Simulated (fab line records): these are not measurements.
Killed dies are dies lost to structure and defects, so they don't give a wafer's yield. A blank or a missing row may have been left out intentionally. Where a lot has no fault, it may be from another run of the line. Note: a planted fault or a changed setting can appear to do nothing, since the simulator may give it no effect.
A single fault, viewed from 2 desks -- flow gf180mcu -- what lay behind the numbers comes last; until then each desk has only its own

METROLOGY DESK
What the gauges read, lot by lot, whatever tool the lot ran on: means of the sampled wafers that have a number. If a lot's mean is further than 4 standard deviations from the usual mean, the lot is out of limits and carries the mark OUT (the distance appears in the brackets).
Columns: A = NWELL_OVL at GF_NWELL_OVL_MEAS_07, usual -0.1 nm; B = LVPWELL_OVL at GF_LVPWELL_OVL_MEAS_07, usual -0.8 nm; C = VT_IMPLANT_02_OVL at GF_VT_IMPLANT_OVL_MEAS_29, usual -0.1 nm
lot,first seen here,A,B,C
L407,day 3 09:40,-0.7,-1.1,1.1
L408,day 3 13:17,0.8,-0.5,-1.0
L409,day 3 18:19,0.8,0.0,2.0
L410,day 3 22:28,0.7,-0.6,-1.4
L411,day 4 04:33,-1.0,-0.7,-1.1
L412,day 4 10:36,-0.0,-0.6,-0.3
L413,day 4 15:46,-0.4,0.8,0.7
L414,day 4 20:52,0.0,-0.7,0.5
L415,day 5 03:12,-1.3,-3.0,-0.1
L418,day 5 21:06,-0.9,-1.5,1.6
L416,day 5 22:55,-,-0.3,0.2
L417,day 6 03:09,-,-0.8,-0.7
L427,day 7 22:19,-1.4,-0.5,-2.1
L430,day 8 12:48,-1.2,-0.3,1.6
This desk's verdict: no lot among the 14 shows anything out of limits.

THE TOOL OWNER'S DESK: litho-track-02
The tool's own readings at GF_NWELL_DEVELOP_06 (develop time 60 s): means of the sampled wafers that have a number, for each lot that ran on this tool. If a lot's mean is further than 4 standard deviations from the usual mean, the lot is out of limits and carries the mark OUT (the distance appears in the brackets).
Columns: A = chill-plate-temp-C at GF_NWELL_DEVELOP_06, usual 23.01 C
lot,first seen here,A
L407,day 3 09:00,22.85
L410,day 3 22:00,23.03
L412,day 4 10:00,23.09
L418,day 5 20:00,22.86
L427,day 7 22:00,23.05
L430,day 8 12:00,23.12
This desk's verdict: no lot among the 6 shows anything out of limits.

BROUGHT TOGETHER
The metrology desk saw nothing out of limits.
Nothing out of limits was seen by the tool owner's desk.

WHAT WAS PUT IN BY THE SIMULATOR
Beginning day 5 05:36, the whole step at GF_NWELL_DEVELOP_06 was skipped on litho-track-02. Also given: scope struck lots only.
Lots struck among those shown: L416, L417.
